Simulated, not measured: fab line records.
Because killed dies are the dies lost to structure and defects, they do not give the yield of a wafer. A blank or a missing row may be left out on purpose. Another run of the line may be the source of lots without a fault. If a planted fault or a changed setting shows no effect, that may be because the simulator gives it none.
Which tool did it? :: flow sky130 :: 39 wafers from 13 lots sampled at 4 of the route's 708 steps

## WHAT THE GAUGES SHOWED, per wafer
SKY_METAL5_RS_MEAS_05: measures by four-point-probe. Usual: METAL5_ALCU_RS 0.02724 ohm/sq, standard deviation 0.00026.
lot: L464
measured: day 42 15:23
on: filmMetro-03
METAL5_ALCU_RS (ohm/sq): 0.02724 0.02716 0.02763
flag: 

lot: L465
measured: day 43 01:05
on: filmMetro-03
METAL5_ALCU_RS (ohm/sq): 0.02761 0.0276 0.02765
flag: 

lot: L466
measured: day 43 12:02
on: filmMetro-01
METAL5_ALCU_RS (ohm/sq): 0.02728 0.02723 0.02726
flag: 

lot: L468
measured: day 44 06:22
on: filmMetro-01
METAL5_ALCU_RS (ohm/sq): 0.02755 0.02697 0.02754
flag: 

lot: L469
measured: day 44 14:27
on: filmMetro-01
METAL5_ALCU_RS (ohm/sq): 0.02734 0.02738 0.02763
flag: 

lot: L472
measured: day 45 08:17
on: filmMetro-01
METAL5_ALCU_RS (ohm/sq): 0.02706 0.02703 0.02683
flag: 

lot: L473
measured: day 45 10:04
on: filmMetro-01
METAL5_ALCU_RS (ohm/sq): 0.02731 0.02757 0.02739
flag: 

lot: L474
measured: day 45 21:41
on: filmMetro-01
METAL5_ALCU_RS (ohm/sq): 0.02724 0.02721 0.02722
flag: 

lot: L475
measured: day 46 05:41
on: filmMetro-01
METAL5_ALCU_RS (ohm/sq): 0.02699 0.02711 0.02705
flag: 

lot: L476
measured: day 46 10:16
on: filmMetro-01
METAL5_ALCU_RS (ohm/sq): 0.02706 0.02722 0.02746
flag: 

lot: L478
measured: day 46 17:35
on: filmMetro-01
METAL5_ALCU_RS (ohm/sq): 0.02745 0.02725 0.02783
flag: 

lot: L483
measured: day 48 01:17
on: filmMetro-03
METAL5_ALCU_RS (ohm/sq): 0.0225 0.02731 0.02769
flag: OFF

lot: L487
measured: day 48 19:10
on: filmMetro-01
METAL5_ALCU_RS (ohm/sq): 0.02685 0.02682 0.0266
flag: 

SKY_METAL5_THK_MEAS_06: measures by xrf. Usual: METAL5_ALCU_THK 1143 nm, standard deviation 12.
lot: L464
measured: day 42 15:31
on: filmMetro-03
METAL5_ALCU_THK (nm): 1134 1135 1123
flag: 

lot: L465
measured: day 43 01:12
on: filmMetro-03
METAL5_ALCU_THK (nm): 1124 1121 1120
flag: 

lot: L466
measured: day 43 12:08
on: filmMetro-01
METAL5_ALCU_THK (nm): 1137 1150 1141
flag: 

lot: L468
measured: day 44 06:28
on: filmMetro-01
METAL5_ALCU_THK (nm): 1137 1154 1132
flag: 

lot: L469
measured: day 44 14:34
on: filmMetro-01
METAL5_ALCU_THK (nm): 1142 1137 1136
flag: 

lot: L472
measured: day 45 08:23
on: filmMetro-01
METAL5_ALCU_THK (nm): 1151 1152 1164
flag: 

lot: L473
measured: day 45 10:10
on: filmMetro-01
METAL5_ALCU_THK (nm): 1138 1131 1140
flag: 

lot: L474
measured: day 45 21:47
on: filmMetro-01
METAL5_ALCU_THK (nm): 1143 1145 1137
flag: 

lot: L475
measured: day 46 05:49
on: filmMetro-01
METAL5_ALCU_THK (nm): 1159 1155 1150
flag: 

lot: L476
measured: day 46 10:23
on: filmMetro-01
METAL5_ALCU_THK (nm): 1151 1146 1134
flag: 

lot: L478
measured: day 46 17:41
on: filmMetro-01
METAL5_ALCU_THK (nm): 1142 1149 1126
flag: 

lot: L483
measured: day 48 01:24
on: filmMetro-03
METAL5_ALCU_THK (nm): 1383 1145 1130
flag: OFF

lot: L487
measured: day 48 19:17
on: filmMetro-01
METAL5_ALCU_THK (nm): 1161 1158 1168
flag: 

## WHICH TOOL RAN EACH LOT (tool, then ch and the chambers of the sampled wafers, then the start)
lot: L464
SKY_VIA3_STRIP_16: plasmaAsher-02 ch 0,1, day 39 10:49
SKY_METAL5_SPUTTER_02: pvdSputter-01, day 42 15:16

lot: L465
SKY_VIA3_STRIP_16: plasmaAsher-02 ch 0,1, day 39 20:51
SKY_METAL5_SPUTTER_02: pvdSputter-02, day 43 00:58

lot: L466
SKY_VIA3_STRIP_16: plasmaAsher-04 ch 0,1, day 40 08:20
SKY_METAL5_SPUTTER_02: pvdSputter-01, day 43 11:52

lot: L468
SKY_VIA3_STRIP_16: plasmaAsher-02 ch 0,1, day 41 02:08
SKY_METAL5_SPUTTER_02: pvdSputter-03, day 44 06:12

lot: L469
SKY_VIA3_STRIP_16: plasmaAsher-04 ch 0,1, day 41 11:28
SKY_METAL5_SPUTTER_02: pvdSputter-02, day 44 14:20

lot: L472
SKY_VIA3_STRIP_16: plasmaAsher-01 ch 0,1, day 42 06:31
SKY_METAL5_SPUTTER_02: pvdSputter-01, day 45 08:08

lot: L473
SKY_VIA3_STRIP_16: plasmaAsher-04 ch 0,1, day 42 08:09
SKY_METAL5_SPUTTER_02: pvdSputter-01, day 45 09:55

lot: L474
SKY_VIA3_STRIP_16: plasmaAsher-02 ch 0,1, day 42 23:01
SKY_METAL5_SPUTTER_02: pvdSputter-02, day 45 21:32

lot: L475
SKY_VIA3_STRIP_16: plasmaAsher-04 ch 0,1, day 43 06:40
SKY_METAL5_SPUTTER_02: pvdSputter-01, day 46 05:34

lot: L476
SKY_VIA3_STRIP_16: plasmaAsher-02 ch 0,1, day 43 07:49
SKY_METAL5_SPUTTER_02: pvdSputter-02, day 46 10:09

lot: L478
SKY_VIA3_STRIP_16: plasmaAsher-02 ch 1, day 43 20:25
SKY_METAL5_SPUTTER_02: pvdSputter-01, day 46 17:27

lot: L483
SKY_VIA3_STRIP_16: plasmaAsher-02 ch 0,1, day 45 07:04
SKY_METAL5_SPUTTER_02: pvdSputter-01, day 48 01:09

lot: L487
SKY_VIA3_STRIP_16: plasmaAsher-01 ch 0,1, day 46 03:58
SKY_METAL5_SPUTTER_02: pvdSputter-03, day 48 19:03
- SKY_VIA3_STRIP_16: strips in O2/N2.
- SKY_METAL5_SPUTTER_02: material AlCu, target thk 1150 nm, time 61.2 s.

## AS READ BY THE TOOLS THEMSELVES (means over the sampled wafers that have a number; for cases with no such wafer, the mark the record gives instead)
SKY_VIA3_STRIP_16. Usual: drypumpMotorCurrentA 5.7 A, standard deviation 0.58; oesProductAu 0.401 a.u., standard deviation 0.0042; stripTimeToEndpointS 4.115 s, standard deviation 0.026.
lot: L464
tool: plasmaAsher-02
drypumpMotorCurrentA (A): 6.0
oesProductAu (a.u.): 0.399
stripTimeToEndpointS (s): 4.143
flag: 

lot: L465
tool: plasmaAsher-02
drypumpMotorCurrentA (A): 6.3
oesProductAu (a.u.): 0.404
stripTimeToEndpointS (s): 4.120
flag: 

lot: L466
tool: plasmaAsher-04
drypumpMotorCurrentA (A): 5.9
oesProductAu (a.u.): 0.401
stripTimeToEndpointS (s): 4.143
flag: 

lot: L468
tool: plasmaAsher-02
drypumpMotorCurrentA (A): 6.0
oesProductAu (a.u.): 0.396
stripTimeToEndpointS (s): 4.097
flag: 

lot: L469
tool: plasmaAsher-04
drypumpMotorCurrentA (A): 5.7
oesProductAu (a.u.): 0.406
stripTimeToEndpointS (s): 4.143
flag: 

lot: L472
tool: plasmaAsher-01
drypumpMotorCurrentA (A): 4.9
oesProductAu (a.u.): 0.401
stripTimeToEndpointS (s): 4.108
flag: 

lot: L473
tool: plasmaAsher-04
drypumpMotorCurrentA (A): 5.9
oesProductAu (a.u.): 0.401
stripTimeToEndpointS (s): 4.143
flag: 

lot: L474
tool: plasmaAsher-02
drypumpMotorCurrentA (A): 6.3
oesProductAu (a.u.): 0.402
stripTimeToEndpointS (s): 4.098
flag: 

lot: L475
tool: plasmaAsher-04
drypumpMotorCurrentA (A): 5.9
oesProductAu (a.u.): 0.398
stripTimeToEndpointS (s): 4.078
flag: 

lot: L476
tool: plasmaAsher-02
drypumpMotorCurrentA (A): 6.3
oesProductAu (a.u.): 0.405
stripTimeToEndpointS (s): 4.130
flag: 

lot: L478
tool: plasmaAsher-02
drypumpMotorCurrentA (A): 5.8
oesProductAu (a.u.): 0.401
stripTimeToEndpointS (s): 4.087
flag: 

lot: L483
tool: plasmaAsher-02
drypumpMotorCurrentA (A): 6.0
oesProductAu (a.u.): 0.397
stripTimeToEndpointS (s): 4.118
flag: 

lot: L487
tool: plasmaAsher-01
drypumpMotorCurrentA (A): 4.9
oesProductAu (a.u.): 0.403
stripTimeToEndpointS (s): 4.086
flag: 

SKY_METAL5_SPUTTER_02. Usual: 30.2 % for throttleValvePct, sd 0.57.
lot: L464
tool: pvdSputter-01
throttleValvePct (%): 30.1
flag: 

lot: L465
tool: pvdSputter-02
throttleValvePct (%): 30.1
flag: 

lot: L466
tool: pvdSputter-01
throttleValvePct (%): 30.2
flag: 

lot: L468
tool: pvdSputter-03
throttleValvePct (%): 30.1
flag: 

lot: L469
tool: pvdSputter-02
throttleValvePct (%): 30.2
flag: 

lot: L472
tool: pvdSputter-01
throttleValvePct (%): 30.1
flag: 

lot: L473
tool: pvdSputter-01
throttleValvePct (%): 31.1
flag: 

lot: L474
tool: pvdSputter-02
throttleValvePct (%): 30.2
flag: 

lot: L475
tool: pvdSputter-01
throttleValvePct (%): 30.0
flag: 

lot: L476
tool: pvdSputter-02
throttleValvePct (%): 30.4
flag: 

lot: L478
tool: pvdSputter-01
throttleValvePct (%): 30.5
flag: 

lot: L483
tool: pvdSputter-01
throttleValvePct (%): 30.9
flag: 

lot: L487
tool: pvdSputter-03
throttleValvePct (%): 29.9
flag: 

## THE ANSWER, worked out from the rows above alone
Rule: a lot is off if the mean of its wafers that have a number lies more than 3 standard deviations from the usual mean. A lot without any number at a reading at which 4 lots or more have one is off too. The other lots that the step has rows for count as sound. The gauges are gone through in route order, then the tools' own readings, and for those a lot's mean is taken as printed above. At the first step where some lot is off, the reading lying furthest off is the one used; lots without a number count as furthest.
Off: L483, seen at SKY_METAL5_RS_MEAS_05 (METAL5_ALCU_RS).
A tool fits if, at a process step before that reading, it ran every lot that is off, and no sound lot after the first of them. The gauges at SKY_METAL5_RS_MEAS_05 are tried like those tools. Can't be told from this: 3 tools fit, plasmaAsher-02 at SKY_VIA3_STRIP_16, pvdSputter-01 at SKY_METAL5_SPUTTER_02, filmMetro-03 at SKY_METAL5_RS_MEAS_05.

## WHAT HAD BEEN PUT IN BY THE SIMULATOR
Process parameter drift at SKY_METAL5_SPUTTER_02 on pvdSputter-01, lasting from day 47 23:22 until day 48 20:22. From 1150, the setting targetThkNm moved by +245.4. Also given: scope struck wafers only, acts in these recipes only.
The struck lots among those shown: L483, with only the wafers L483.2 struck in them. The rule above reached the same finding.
